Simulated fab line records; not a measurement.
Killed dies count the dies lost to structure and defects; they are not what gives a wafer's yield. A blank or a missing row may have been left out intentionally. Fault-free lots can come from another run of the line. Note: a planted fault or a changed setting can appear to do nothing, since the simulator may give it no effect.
Matching of chambers -- flow sky130 -- 4 sister chambers for SKY_VIA4_CMP_21 on cmp-02
The step polishes, stops on SiO2, t overpolish 25 s, target thk 0 nm. 4 wafers are shown with their chamber, then 10 later ones without.

## WAFERS PAIRED WITH THEIR CHAMBERS
wafer,chamber,motor current A (A)
L090.1,1,12.0
L090.5,0,11.8
L092.2,3,9.9
L092.3,2,10.4

## WAFERS MISSING THEIR CHAMBER
wafer,motor current A (A)
L092.5,12.8
L094.3,13.2
L094.4,10.2
L094.6,10.4
L096.2,9.9
L096.3,12.5
L096.5,11.9
L097.2,12.5
L097.3,10.3
L097.4,11.6

## THE CHAMBER EACH PASSED THROUGH
wafer,from the rows above,in truth
L092.5,can't be placed: 1 or 0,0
L094.3,can't be placed: 1 or 0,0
L094.4,can't be placed: 2 or 3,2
L094.6,can't be placed: 2 or 3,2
L096.2,can't be placed: 3 or 2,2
L096.3,can't be placed: 1 or 0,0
L096.5,can't be placed: 0 or 1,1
L097.2,can't be placed: 1 or 0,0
L097.3,can't be placed: 2 or 3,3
L097.4,can't be placed: 0 or 1 or 2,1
Correctly placed: 0 of 10. Unplaceable from these rows: 10, with the true chamber sitting among the candidates in 10. 0 placed wrongly.
How it was worked out, from the rows above alone: a wafer's distance from a chamber is the root of the sum, over the readings, of the square of ((its reading less the chamber's mean) divided by the reading's scatter). The wafer belongs to the nearest chamber; if the next one is less than 2 further off, it can't be placed. For every chamber, the mean is computed from those of its wafers that are shown. The scatter: root of mean squared gap, hidden wafer to nearest shown wafer, with one shown wafer a chamber.
